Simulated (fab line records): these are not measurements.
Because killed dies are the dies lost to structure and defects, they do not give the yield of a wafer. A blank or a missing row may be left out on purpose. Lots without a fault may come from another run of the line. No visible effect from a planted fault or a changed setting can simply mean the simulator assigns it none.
Problem report, 8D (eight disciplines) form, completed by code    flow sky130    the parts of the form that need people (team, actions taken, sign-off) are left out

== 1. WHAT WENT WRONG ==
Wafers free of any fault read 1022 nm (standard deviation 9.9) for VIA1_HDPCVD_THK at SKY_VIA1_THK_MEAS_01, against a mean of 960 nm on 9 wafers of 3 lots. Measured from the usual mean, that is -6.3 standard deviations.
Earliest sighting: wafer L192.2 on film_metro-04 at day 38 02:04. The record holds 45 wafers of 15 lots with a number at this step. By rule, "out" or "out of limits" means more than 4 standard deviations away from the usual mean. Any other wafer with a number is counted as sound.

== 2. WHAT IT IS, WHAT IT ISN'T ==
question                     is                            is not
which readings at this step  VIA1_HDPCVD_THK               -
which lots                   L192, L193, L194              L176, L177, L178, L179, L180, L182, L184, L186, L187, L190, L197, L199
which wafers of those lots   all that have a number        -
read on which gauges         film_metro-03, film_metro-04  film_metro-02
when                         from day 38 02:04             up to then (30 sound wafers); but 6 sound wafers of L197, L199 came after

== 3. WHAT RULES OUT EACH SUSPECT ==
Counting: a tool at any process step up to the reading remains a suspect when it ran all the lots that are out and ran no sound lot after the first of those.
- ruled out: the gauge at SKY_VIA1_THK_MEAS_01. Those wafers that are out were read across 2 gauges (film_metro-03, film_metro-04).
- hdpcvd-02 at SKY_VIA1_HDPCVD_00 (deposits SiO2, target thk 1030 nm, time 171.7 s): kept. Every lot that is out went through it, starting with L192 (day 38 01:56), and after that it ran no sound lot; the last sound lot it ran before then is L190 (day 37 05:57). On those wafers its own readings are out: run_length_s.
After counting, what remains is hdpcvd-02 at SKY_VIA1_HDPCVD_00.

== 4. THE CAUSE (what the simulator had put in) ==
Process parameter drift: hdpcvd-02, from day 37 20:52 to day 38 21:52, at SKY_VIA1_HDPCVD_00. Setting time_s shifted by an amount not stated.
This tool alone remained once counting was done.

== 5. THE EFFECT CHAIN, in route order ==
Each row: a reading where the mean over the struck wafers with a number is more than 3 standard deviations away from the usual. Only readings for which the record gives a usual standard deviation are gone through. hours: the time from each lot's start at the first step in this table that gives one to its start at this step, as a median over the lots. sigmas: the change in usual standard deviations.
hours  step                  reading          usual    on struck wafers  change  sigmas
0      SKY_VIA1_HDPCVD_00    run_length_s     199.4 s  189.2             -10.2   -24
0      SKY_VIA1_THK_MEAS_01  VIA1_HDPCVD_THK  1022 nm  960               -62     -6.3
Process steps it contains:
- SKY_VIA1_HDPCVD_00: deposits SiO2, target thk 1030 nm, time 171.7 s.

== 6. HOW IT WOULD HAVE BEEN CAUGHT EARLIER ==
In this record the first reading out of limits at a measuring or inspecting step was taken at day 38 02:04, 5 hours after the fault began at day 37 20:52.
At SKY_VIA1_HDPCVD_00, the tool's own readings (run_length_s) were out on each struck wafer the step has a row for, so an alarm limit on them would have fired on the first such wafer.
Of the lots that are out (3), L193, L194 began SKY_VIA1_HDPCVD_00 on hdpcvd-02 after day 38 02:04. A hold on the tool at that time would have spared those 2.
